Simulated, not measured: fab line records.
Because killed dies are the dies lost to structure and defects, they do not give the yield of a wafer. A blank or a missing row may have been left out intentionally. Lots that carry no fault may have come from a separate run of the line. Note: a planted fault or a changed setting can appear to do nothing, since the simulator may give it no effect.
fab line records -- flow gf180mcu
record lots=5, wafers=14, last_day=34
route steps=602 shown V1@346 M2@362
lots untouched by any fault: they come from a run of this same line in which no faults occurred
start_h: the number of hours between the record's first day and the start of the first shown wafer of the lot -- wait_h: how many hours have passed since the lot's step before this one -- " as in the row above -- L1.1+2: one row covering several wafers at once -- - no value, or no start was given -- * or withheld: withheld -- < > ~ a bound
route shown NAME@n: NAME is a module with steps in the file, n the number in the route of the first one -- usual: mean/standard deviation of fault-free wafers -- same: alike in all rows -- chamber/n: place in a boat -- sites: readings site by site -- _std_site: standard deviation across them -- _edge_site: the outer-site mean with the inner-site mean subtracted -- radius_mm: how far each site lies from the wafer's centre -- mask NAME#n: copy n -- behind: tool/chamber where the wafer was last shaped -- hold: the reason the lot was held/the length of the hold in hours/how it ended -- device: names the non-switching transistor (n, p or np) -- end of line: the route-end tests of the same wafers -- a step without rows: its recipe alone -- killed: at the first sort, the dies lost to defects and structure; wafer yield is something else -- map: a wafer's dies, marking killed ones x, the rest . and places with no die _
set.NAME: the run value of the setting; set.NAME@STEP: its run value at that earlier step -- model.NAME: the simulator's own value behind a step, which no gauge read
certain route steps with their lots: each step a table, each wafer a row
services: the hour from which a tool's chamber was out of use, counted from the record's first day as start_h (under 0 if before that day), plus the number of hours and why
## steps
# step GF_V1_EXPOSE_11
# recipe mask_id=Via1, target_cd_nm=260, na=0.68, source_shape=conventional, sigma_outer=0.6, dose_mj=38
# step GF_V1_PEB_12
# recipe peb_temp_c=135, peb_time_s=90, resist=KrF
# step GF_V1_DEVELOP_13
# recipe develop_time_s=60, resist=KrF, dev_temp_c=21
# step GF_V1_CD_MEAS_14
# recipe target_cd_nm=260
# usual cd_nm=259.8/1.2
lot.wafer,tool,chamber,start_h,wait_h,cd_nm
L943.1,cd_sem-02,-,453.49,0.1,258.4
L943.2,cd_sem-02,-,453.49,0.1,258.7
L943.3,cd_sem-02,-,453.49,0.1,259.3
L947.1,cd_sem-02,-,478.89,0.1,256.9
L947.2,cd_sem-02,-,478.89,0.1,256.9
L947.3,cd_sem-02,-,478.89,0.1,257.3
L953.4,cd_sem-02,-,534.05,0.1,260.3
L953.6,cd_sem-02,-,534.05,0.1,261.2
L962.1,cd_sem-01,-,602.74,0.1,260.2
L962.2,cd_sem-01,-,602.74,0.1,260.4
L962.4,cd_sem-01,-,602.74,0.1,260.0
L964.1,cd_sem-01,-,610.89,0.1,259.8
L964.4,cd_sem-01,-,610.89,0.1,260.9
L964.5,cd_sem-01,-,610.89,0.1,260.1
# step GF_V1_OVL_MEAS_15
# usual V1_OVL=-2/6.1
lot.wafer,tool,chamber,start_h,wait_h,V1_OVL[nm]
L943.1,overlay-02,-,453.61,0.1,-4
L943.2,overlay-02,-,453.61,0.1,-8
L943.3,overlay-02,-,453.61,0.1,-10
L947.1,overlay-01,-,479.01,0.1,-7
L947.2,overlay-01,-,479.01,0.1,-10
L947.3,overlay-01,-,479.01,0.1,-7
L953.4,overlay-01,-,534.12,0.1,-1
L953.6,overlay-01,-,534.12,0.1,2
L962.1,overlay-02,-,602.86,0.1,-3
L962.2,overlay-02,-,602.86,0.1,-4
L962.4,overlay-02,-,602.86,0.1,-7
L964.1,overlay-02,-,611.01,0.1,3
L964.4,overlay-02,-,611.01,0.1,-2
L964.5,overlay-02,-,611.01,0.1,2
# step GF_V1_ETCH_16
# recipe chemistry=N2/H2, target_depth_a=withheld, overetch_a=withheld, time_s=withheld, target=BARC, ion_energy_ev=200, source_w=500, bias_w=100, pressure_mtorr=30, n2_flow_sccm=100, h2_flow_sccm=200
# usual drypump_motor_current_A=5.7/0.36, oes_product_au=0.855/0.0045, throttle_valve_pct=13.225/0.0081
lot.wafer,tool,chamber,start_h,wait_h,drypump_motor_current_A,oes_product_au,throttle_valve_pct
L943.1,rie_diel-04,1,453.64,0.0,6.2,0.860,13.220
L943.2,rie_diel-04,2,453.64,0.0,6.0,0.856,13.212
L943.3,rie_diel-04,3,453.64,0.0,5.7,0.857,13.230
L947.1,rie_diel-02,2,479.04,0.0,5.9,0.850,13.229
L947.2,rie_diel-02,3,479.04,0.0,5.9,0.857,13.217
L947.3,rie_diel-02,0,479.04,0.0,5.5,0.857,13.239
L953.4,rie_diel-03,0,534.14,0.0,5.3,0.855,13.225
L953.6,rie_diel-03,3,534.14,0.0,5.1,0.850,13.220
L962.1,rie_diel-04,3,602.89,0.0,5.7,0.848,13.226
L962.2,rie_diel-04,2,602.89,0.0,6.0,0.862,13.230
L962.4,rie_diel-04,0,602.89,0.0,6.0,0.846,13.227
L964.1,rie_diel-02,2,611.04,0.0,5.9,0.855,13.223
L964.4,rie_diel-02,1,611.04,0.0,5.4,0.856,13.215
L964.5,rie_diel-02,2,611.04,0.0,5.9,0.858,13.240
# step GF_V1_ETCH_17
# recipe chemistry=C4F8/O2/Ar, mask_material=KrF, target=SiO2, stop_on=TiN, source_w=1500, bias_w=1200, pressure_mtorr=40, c4f8_flow_sccm=withheld, O2_flow_sccm=6, Ar_flow_sccm=300, time_s=withheld, target_depth_a=6300
# usual oes_product_au=0.856/0.0047
lot.wafer,tool,chamber,start_h,wait_h,oes_product_au
L943.1,rie_diel-04,1,-,-,0.849
L943.2,rie_diel-04,2,-,-,0.866
L943.3,rie_diel-04,3,-,-,0.858
L947.1,rie_diel-02,2,-,-,0.863
L947.2,rie_diel-02,3,-,-,0.851
L947.3,rie_diel-02,0,-,-,0.855
L953.4,rie_diel-03,0,-,-,0.856
L953.6,rie_diel-03,3,-,-,0.852
L962.1,rie_diel-04,3,-,-,0.860
L962.2,rie_diel-04,2,-,-,0.863
L962.4,rie_diel-04,0,-,-,0.853
L964.1,rie_diel-02,2,-,-,0.848
L964.4,rie_diel-02,1,-,-,0.847
L964.5,rie_diel-02,2,-,-,0.861
# step GF_V1_STRIP_18
# recipe chemistry=O2/N2, power_w=1400, pressure_mtorr=1500, platen_temp_c=250, o2_flow_sccm=3000, n2_flow_sccm=300, overash_fraction=0.5
# usual drypump_motor_current_A=5.7/0.38, heater_power_w=324/53, oes_product_au=0.593/0.0044
lot.wafer,tool,chamber,start_h,wait_h,drypump_motor_current_A,heater_power_w,oes_product_au,rf_hours_counter_h
L943.1,plasma_asher-01,0,453.77,-,4.9,291,0.595,32
L943.2,plasma_asher-01,1,453.77,-,5.8,426,0.586,32
L943.3,plasma_asher-01,0,453.77,-,4.9,292,0.596,-
L947.1,plasma_asher-04,1,479.17,-,6.1,269,0.592,72
L947.2,plasma_asher-04,0,479.17,-,5.6,344,0.595,72
L947.3,plasma_asher-04,1,479.17,-,6.1,266,0.599,-
L953.4,plasma_asher-04,0,534.30,-,5.6,342,0.593,-
L953.6,plasma_asher-04,1,534.30,-,6.1,267,0.589,-
L962.1,plasma_asher-03,0,603.02,-,5.7,335,0.589,19
L962.2,plasma_asher-03,1,603.02,-,6.0,288,0.585,19
L962.4,plasma_asher-03,1,603.02,-,6.0,294,0.586,-
L964.1,plasma_asher-01,0,611.17,-,4.9,289,0.601,48
L964.4,plasma_asher-01,0,611.17,-,4.9,289,0.585,-
L964.5,plasma_asher-01,1,611.17,-,5.8,418,0.598,-
# step GF_V1_STRIP_19
# recipe chemistry=post_etch_residue_remover, time_s=1200, temp_c=72.5
# step GF_V1_CLEAN_20
# recipe chemistry=DIW, dry=n2_spin
# step GF_V1_SPUTTER_21
# recipe material=Ti, target_thk_nm=15, chamber_pressure_pa=5, power_w=2500, substrate_temp_c=200, time_s=80.02
# usual throttle_valve_pct=30.6/0.93
lot.wafer,tool,chamber,start_h,wait_h,throttle_valve_pct
L943.1,pvd_sputter-04,-,454.31,0.0,30.6
L943.2,pvd_sputter-04,-,454.31,0.0,29.9
L943.3,pvd_sputter-04,-,454.31,0.0,32.1
L947.1,pvd_sputter-03,-,479.71,0.0,32.4
L947.2,pvd_sputter-03,-,479.71,0.0,30.9
L947.3,pvd_sputter-03,-,479.71,0.0,31.4
L953.4,pvd_sputter-04,-,535.15,0.0,29.9
L953.6,pvd_sputter-04,-,535.15,0.0,30.9
L962.1,pvd_sputter-01,-,603.59,0.0,30.9
L962.2,pvd_sputter-01,-,603.59,0.0,30.8
L962.4,pvd_sputter-01,-,603.59,0.0,30.9
L964.1,pvd_sputter-01,-,611.71,0.0,31.2
L964.4,pvd_sputter-01,-,611.71,0.0,30.8
L964.5,pvd_sputter-01,-,611.71,0.0,30.7
# step GF_V1_SPUTTER_22
# recipe material=TiN, target_thk_nm=10, chamber_pressure_pa=5, power_w=4000, time_s=40
# step GF_V1_CVD_23
# recipe material=W, target_thk_nm=350, time_s=105.05, temp_c=400, pressure_torr=40
# usual heater_power_w=860/53, susceptor_temp_C=400.01/0.23
lot.wafer,tool,chamber,start_h,wait_h,heater_power_w,susceptor_temp_C,model.W_of_V1_CVD_23.thk_nm
L943.1,cvd_w-02,1,454.41,0.0,894,399.96,353.2
L943.2,cvd_w-02,0,454.41,0.0,922,400.06,353.7
L943.3,cvd_w-02,0,454.41,0.0,902,399.87,355.2
L947.1,cvd_w-01,1,479.81,0.0,799,400.16,349.6
L947.2,cvd_w-01,0,479.81,0.0,834,399.62,353.3
L947.3,cvd_w-01,1,479.81,0.0,780,400.16,352.8
L953.4,cvd_w-01,0,535.28,0.1,843,400.19,347.2
L953.6,cvd_w-01,1,535.28,0.1,772,400.15,534.9
L962.1,cvd_w-02,0,603.69,0.0,932,399.96,351.3
L962.2,cvd_w-02,1,603.69,0.0,888,399.91,349.2
L962.4,cvd_w-02,1,603.69,0.0,880,400.09,347.6
L964.1,cvd_w-01,1,611.81,0.0,784,399.97,352
L964.4,cvd_w-01,1,611.81,0.0,783,400.07,352.9
L964.5,cvd_w-01,0,611.81,0.0,885,400.38,351.4
# step GF_V1_RS_MEAS_24
# recipe thk_meas_gauge=four-point-probe, reads=W_of_V1_CVD_23+TiN_of_V1_SPUTTER_22+Ti_of_V1_SPUTTER_21
# usual V1_W_RS=0.326/0.0031
lot.wafer,tool,chamber,start_h,wait_h,hold,V1_W_RS[ohm/sq]
L943.1,film_metro-03,-,454.52,0.1,-,0.323
L943.2,film_metro-03,-,454.52,0.1,-,0.323
L943.3,film_metro-03,-,454.52,0.1,-,0.321
L947.1,film_metro-04,-,479.92,0.1,-,0.328
L947.2,film_metro-04,-,479.92,0.1,-,0.325
L947.3,film_metro-04,-,479.92,0.1,-,0.324
L953.4,film_metro-03,-,535.42,0.1,await_dispo/0.2h/release,0.328
L953.6,film_metro-03,-,535.42,0.1,await_dispo/0.2h/release,0.213
L953.4,film_metro-03,-,535.71,0.3,-,0.328
L953.6,film_metro-03,-,535.71,0.3,-,0.213
L962.1,film_metro-04,-,603.80,0.1,-,0.326
L962.2,film_metro-04,-,603.80,0.1,-,0.328
L962.4,film_metro-04,-,603.80,0.1,-,0.329
L964.1,film_metro-01,-,611.92,0.1,-,0.325
L964.4,film_metro-01,-,611.92,0.1,-,0.325
L964.5,film_metro-01,-,611.92,0.1,-,0.326
# step GF_V1_THK_MEAS_25
# recipe thk_meas_gauge=xrf, reads=W_of_V1_CVD_23
# usual V1_W_THK=357/4.9
lot.wafer,tool,chamber,start_h,wait_h,hold,V1_W_THK[nm]
L943.1,film_metro-03,-,454.64,0.1,-,357
L943.2,film_metro-03,-,454.64,0.1,-,361
L943.3,film_metro-03,-,454.64,0.1,-,360
L947.1,film_metro-04,-,480.04,0.1,-,354
L947.2,film_metro-04,-,480.04,0.1,-,357
L947.3,film_metro-04,-,480.04,0.1,-,356
L953.4,film_metro-03,-,540.00,4.3,await_dispo/0.2h/release,356
L953.6,film_metro-03,-,540.00,4.3,await_dispo/0.2h/release,559
L953.4,film_metro-03,-,540.23,0.2,-,357
L953.6,film_metro-03,-,540.23,0.2,-,559
L962.1,film_metro-04,-,603.92,0.1,-,355
L962.2,film_metro-04,-,603.92,0.1,-,352
L962.4,film_metro-04,-,603.92,0.1,-,353
L964.1,film_metro-01,-,612.04,0.1,-,362
L964.4,film_metro-01,-,612.04,0.1,-,364
L964.5,film_metro-01,-,612.04,0.1,-,362
# step GF_V1_CMP_26
# recipe stop_on=SiO2, down_force_psi=3.5, platen_rpm=60, t_overpolish_s=15, target_thk_nm=0, pad_velocity_m_s=0.94248
# usual motor_current_A=11.5/1.3, time_to_endpoint_s=86/3.1
lot.wafer,tool,chamber,start_h,wait_h,hold,motor_current_A,time_to_endpoint_s
L943.1,cmp-02,0,454.75,0.1,-,12.5,85
L943.3,cmp-02,1,454.75,0.1,-,11.0,81
L943.2,cmp-02,2,454.75,0.1,-,11.7,78
L947.2,cmp-01,2,480.15,0.1,-,10.3,86
L947.1,cmp-01,3,480.15,0.1,-,11.7,85
L947.3,cmp-01,0,480.15,0.1,-,11.9,87
L953.4,cmp-02,0,546.18,5.9,await_dispo/5.8h/release,12.6,92
L953.6,cmp-02,2,546.18,5.9,await_dispo/5.8h/release,12.1,131
L962.4,cmp-01,1,604.03,0.1,-,9.7,85
L962.1,cmp-01,2,604.03,0.1,-,9.2,88
L962.2,cmp-01,3,604.03,0.1,-,11.2,86
L964.1,cmp-02,3,612.10,0.1,-,13.9,89
L964.4,cmp-02,0,612.10,0.1,-,13.1,89
L964.5,cmp-02,0,612.10,0.1,-,12.2,85
# step GF_M2_SPUTTER_00
# recipe material=Ti, target_thk_nm=37.5, arriving_ion_energy_ev=80, substrate_temp_c=200, chamber_pressure_pa=2, power_w=4000, time_s=150
# usual throttle_valve_pct=30.4/0.99
lot.wafer,tool,chamber,start_h,wait_h,throttle_valve_pct
L943.1,pvd_sputter-01,-,455.00,0.2,29.7
L943.2,pvd_sputter-01,-,455.00,0.2,31.3
L943.3,pvd_sputter-01,-,455.00,0.2,30.9
L947.1,pvd_sputter-02,-,480.40,0.1,29.7
L947.2,pvd_sputter-02,-,480.40,0.1,28.4
L947.3,pvd_sputter-02,-,480.40,0.1,30.2
L953.4,pvd_sputter-03,-,546.33,0.1,30.7
L953.6,pvd_sputter-03,-,546.33,0.1,31.1
L962.1,pvd_sputter-01,-,604.28,0.1,30.6
L962.2,pvd_sputter-01,-,604.28,0.1,30.7
L962.4,pvd_sputter-01,-,604.28,0.1,29.4
L964.1,pvd_sputter-03,-,612.40,0.2,31.4
L964.4,pvd_sputter-03,-,612.40,0.2,31.1
L964.5,pvd_sputter-03,-,612.40,0.2,30.1
## services
tool,chamber,start_h,hours,kind
plasma_asher-01,-,430.14,5.6,repair
cvd_w-02,0,432.20,7.5,repair
rie_diel-03,2,444.52,8.3,repair
plasma_asher-01,-,468.72,3.4,repair
plasma_asher-03,-,483.96,2.0,repair
plasma_asher-03,-,487.15,1.6,repair
cmp-02,-,489.45,3.8,repair
cmp-01,-,493.28,4.9,pm
rie_diel-03,1,500.34,3.8,repair
rie_diel-04,-,525.67,4.3,pm
pvd_sputter-03,-,527.32,0.7,repair
cvd_w-02,1,566.96,10.1,repair
rie_diel-04,-,567.37,14.6,pm
cmp-02,-,572.00,4.0,pm
cmp-01,-,576.21,0.5,repair
cmp-02,-,579.87,0.8,repair
rie_diel-03,2,580.27,5.9,repair
cvd_w-02,-,590.53,2.3,repair
cmp-02,-,593.01,2.2,repair
plasma_asher-01,-,595.13,13.3,repair
cmp-02,-,595.24,5.5,pm
cmp-02,-,599.59,0.9,repair
cmp-01,-,606.48,5.7,pm
rie_diel-03,1,610.34,3.2,repair
## key
first_sign step=GF_V1_RS_MEAS_24, reading=visit, direction=added
effect step=GF_V1_RS_MEAS_24, reading=V1_W_RS, direction=down, sigmas=37, usual=0.326, struck=0.213
effect step=GF_V1_THK_MEAS_25, reading=visit, direction=added
effect step=GF_V1_THK_MEAS_25, reading=V1_W_THK, direction=up, sigmas=41, usual=357, struck=559
effect step=GF_V1_CMP_26, reading=time_to_endpoint_s, direction=up, sigmas=15, usual=*, struck=*
model_effect step=GF_V1_CVD_23, value=W_of_V1_CVD_23.thk_nm, without=349.2, struck=534.9
met_at GF_V1_CVD_23
struck_wafers L953.6
sort_left_out L953.6
onset_between 479.81 535.28
fault kind=process_parameter_drift, tool=cvd_w-01, chamber=-, onset_h=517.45, steps=GF_V1_CVD_23, channel=target_thk_nm, offset=185.72, shape=step, end_h=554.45, scope=struck_wafers_only, acts_in=these_recipes_only, stated=350
# sort_left_out: the simulated sort isn't trusted on such a fault, so these wafers' sort isn't shown, and their yield isn't known
